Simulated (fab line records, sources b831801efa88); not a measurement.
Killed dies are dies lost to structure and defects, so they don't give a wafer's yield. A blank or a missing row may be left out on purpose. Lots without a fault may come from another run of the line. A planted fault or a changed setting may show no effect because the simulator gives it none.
Split-lot experiment | flow sfq_line | 5 lots, 23 wafers read, on a route of 325 steps

THE SPLIT
At SFQ_TRILAYER_JJ_TRILAYER_DEP_SPUTTER_109 (material Nb, target thk 150 nm, time 100 s), the setting time_s was moved away from the recipe's 100 s on 7 of the 23 wafers read, by -14.9% to -5.6%. The other wafers ran this setting at the recipe's value.

The reading is taken at the split's own step.

THE READING
Nb_of_TRILAYER_JJ_TRILAYER_DEP_SPUTTER_109.thk_nm (the simulator's own value, which no gauge read), in nm, at SFQ_TRILAYER_JJ_TRILAYER_DEP_SPUTTER_109 (material Nb, target thk 150 nm, time 100 s). The file gives no usual value for it. The 16 wafers here that ran the recipe average 149.7 nm, standard deviation 0.91 nm.

wafer  | tool, chamber at the split | time_s as run, s | against the recipe | Nb_of_TRILAYER_JJ_TRILAYER_DEP_SPUTTER_109.thk_nm, nm | against lot-mates on the recipe
L076.1 | pvd_sputter-06, -          | 100              | recipe             | 148.6                                                 | -
L076.2 | pvd_sputter-06, -          | 100              | recipe             | 148.2                                                 | -
L076.3 | pvd_sputter-06, -          | 100              | recipe             | 149.7                                                 | -
L076.5 | pvd_sputter-06, -          | 100              | recipe             | 149.4                                                 | -
L076.6 | pvd_sputter-06, -          | 100              | recipe             | 150.1                                                 | -
L077.1 | pvd_sputter-06, -          | 86.25            | -13.7%             | 130.2                                                 | -19.7
L077.3 | pvd_sputter-06, -          | 100              | recipe             | 149.2                                                 | -
L077.4 | pvd_sputter-06, -          | 100              | recipe             | 151.2                                                 | -
L077.5 | pvd_sputter-06, -          | 86.25            | -13.7%             | 129.3                                                 | -20.6
L077.6 | pvd_sputter-06, -          | 100              | recipe             | 149.3                                                 | -
L079.1 | pvd_sputter-06, -          | 100              | recipe             | 149.2                                                 | -
L079.3 | pvd_sputter-06, -          | 100              | recipe             | 149.4                                                 | -
L079.4 | pvd_sputter-06, -          | 85.1             | -14.9%             | 127.3                                                 | -22.2
L079.5 | pvd_sputter-06, -          | 100              | recipe             | 149.9                                                 | -
L079.6 | pvd_sputter-06, -          | 85.1             | -14.9%             | 126.3                                                 | -23.2
L081.1 | pvd_sputter-03, -          | 100              | recipe             | 151.5                                                 | -
L081.3 | pvd_sputter-03, -          | 100              | recipe             | 151                                                   | -
L081.4 | pvd_sputter-03, -          | 100              | recipe             | 150.1                                                 | -
L083.1 | pvd_sputter-03, -          | 94.4             | -5.6%              | 139.4                                                 | -9.5
L083.2 | pvd_sputter-03, -          | 100              | recipe             | 148.7                                                 | -
L083.3 | pvd_sputter-03, -          | 94.4             | -5.6%              | 140.3                                                 | -8.6
L083.4 | pvd_sputter-03, -          | 100              | recipe             | 149.1                                                 | -
L083.6 | pvd_sputter-03, -          | 94.4             | -5.6%              | 139.6                                                 | -9.3

THE FIT
A straight line over all 23 wafers: Nb_of_TRILAYER_JJ_TRILAYER_DEP_SPUTTER_109.thk_nm changes by +1.51 nm for each +1% of time_s; r = +0.99; the points scatter about the line by 1 nm.
The same after taking each lot's own level away (the mean of its wafers on the recipe; 23 wafers): +1.51 nm for each +1%; r = +1.00; scatter 0.68 nm.
On that fit, the largest move of time_s shifts the reading by 22 nm.
The lots' own levels span 148.90 to 150.87 nm, that is 2.2 times the standard deviation above.
So the lot-to-lot level changes the slope little: the two slopes agree.
Check: with one of the wafers moved furthest among these (-14.9%) left out of the fit, the line predicts -22.6 nm for it against its lot-mates. It came out at -22.2 nm against them.

OTHER SPLITS ON THESE WAFERS
These wafers also went through other splits before the reading. Each is held against what the fit with the lots' levels taken away leaves over:
other split on the same wafers               | wafers away from the commonest value | r with Nb_of_TRILAYER_JJ_TRILAYER_DEP_SPUTTER_109.thk_nm (lot level and that fit taken away)
SFQ_TRILAYER_M3_LITHO_COAT_080 spin_rpm      | 6                                    | -0.18
SFQ_TRILAYER_M3_LITHO_PEB_078 peb_temp_c     | 7                                    | +0.05
SFQ_TRILAYER_I3_VIA_LITHO_COAT_090 spin_rpm  | 9                                    | -0.32
SFQ_TRILAYER_I3_VIA_LITHO_PEB_088 peb_time_s | 11                                   | +0.10
SFQ_TRILAYER_M4_DEP_SPUTTER_091 time_s       | 7                                    | -0.04
SFQ_TRILAYER_M4_LITHO_EXPOSE_094 dose_mj     | 8                                    | -0.11
SFQ_TRILAYER_M4_ETCH_METAL_ETCH_096 bias_w   | 10                                   | -0.03
SFQ_TRILAYER_I4_VIA_LITHO_COAT_103 spin_rpm  | 8                                    | -0.06

THE FILE'S OWN FIT
Nb_of_TRILAYER_JJ_TRILAYER_DEP_SPUTTER_109.thk_nm changes by +1.51 nm for each +1% of time_s, r = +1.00.
